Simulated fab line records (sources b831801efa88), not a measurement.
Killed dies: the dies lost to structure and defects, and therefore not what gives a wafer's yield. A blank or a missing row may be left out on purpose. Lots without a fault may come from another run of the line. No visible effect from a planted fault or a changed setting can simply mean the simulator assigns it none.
Problem report, 8D (eight disciplines) form, completed by code + flow gf180mcu + the parts of the form that need people (team, actions taken, sign-off) are left out

== 1. PROBLEM STATEMENT ==
Wafers free of any fault read 1197 ohm/sq (standard deviation 3.1) for LVPWELL_RS at GF_VT_IMPLANT_RS_MEAS_48, against a mean of 1167 ohm/sq on 3 wafers of 3 lots. Relative to the usual mean, that is a shift of -9.8 standard deviations.
The step: measures by four-point-probe.
The first sign was on wafer L346.6 at day 9 20:01, on film-metro-04. The record has a number at this step for 34 wafers belonging to 12 lots. By rule, "out" or "out of limits" means more than 4 standard deviations away from the usual mean. The other wafers with a number count as sound.

== 2. WHAT IT IS; WHAT IT IS NOT ==
| question                    | is                                          | is not                                                                                                         |
|-----------------------------|---------------------------------------------|----------------------------------------------------------------------------------------------------------------|
| which readings at this step | LVPWELL_RS                                  | -                                                                                                              |
| which lots                  | L346, L347, L349                            | L338, L339, L340, L352, L353, L354, L355, L359, L360                                                           |
| which wafers of those lots  | L346.6, L347.6, L349.6                      | L346.3, L347.1, L349.1, L349.5                                                                                 |
| read on which gauges        | film-metro-01, film-metro-03, film-metro-04 | -                                                                                                              |
| when                        | from day 9 20:01                            | up to then (10 sound wafers); but 21 sound wafers of L347, L349, L352, L353, L354, L355, L359, L360 came after |

== 3. SUSPECTS, AND WHAT RULES EACH OUT ==
Counting: if a tool at a process step up to the reading ran every lot that is out, it stays a suspect. Sound lots after the first of them don't rule it out here, since some wafers of a struck lot are sound.
- the gauge at GF_VT_IMPLANT_RS_MEAS_48 is ruled out. Those wafers that are out were read across 3 gauges (film-metro-01, film-metro-03, film-metro-04).
- implanter-01 at GF_LVPWELL_IMPLANT_09: kept. It ran every lot that is out, first L346 (day 5 17:34); its last sound lot up to then is L340 (day 4 07:11). Out on those wafers are its own readings of beam-on-s, faraday-current-uA.
Remaining after the count: implanter-01 at GF_LVPWELL_IMPLANT_09.

== 4. THE CAUSE (what the simulator had put in) ==
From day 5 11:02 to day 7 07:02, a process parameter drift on implanter-01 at GF_LVPWELL_IMPLANT_09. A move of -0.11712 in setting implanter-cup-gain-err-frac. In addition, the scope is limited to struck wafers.
The count eliminated every tool but this one.

== 5. THE EFFECT CHAIN, in route order ==
Rows list readings where the struck wafers' mean (over those with a number) sits beyond 3 standard deviations from the usual. Only readings for which the record gives a usual standard deviation are gone through. hours: the time from each lot's start at the first step in this table that gives one to its start at this step, as a median over the lots. sigmas: the change in usual standard deviations.
| hours | step                     | reading            | usual       | on struck wafers | change | sigmas |
|-------|--------------------------|--------------------|-------------|------------------|--------|--------|
| 0     | GF_LVPWELL_IMPLANT_09    | beam-on-s          | 10.01 s     | 11.20            | +1.19  | +6.0   |
| 0     | GF_LVPWELL_IMPLANT_09    | faraday-current-uA | 28.2        | 25.2             | -3.0   | -5.4   |
| 99    | GF_VT_IMPLANT_RS_MEAS_48 | LVPWELL_RS         | 1197 ohm/sq | 1167             | -30    | -9.8   |
It contains these process steps:
- GF_LVPWELL_IMPLANT_09

== 6. HOW IT WOULD HAVE BEEN CAUGHT EARLIER ==
105 hours passed between the start of the fault at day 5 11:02 and the first reading out of limits at a measuring or inspecting step in this record, taken at day 9 20:01.
At GF_LVPWELL_IMPLANT_09, the tool's own readings (beam-on-s, faraday-current-uA) were out on each struck wafer the step has a row for, so an alarm limit on them would have fired on the first such wafer.
By day 9 20:01 the whole set of lots that are out, 3 in number, had already begun GF_LVPWELL_IMPLANT_09 on implanter-01. Had the tool been put on hold then, not one of them would have been saved.
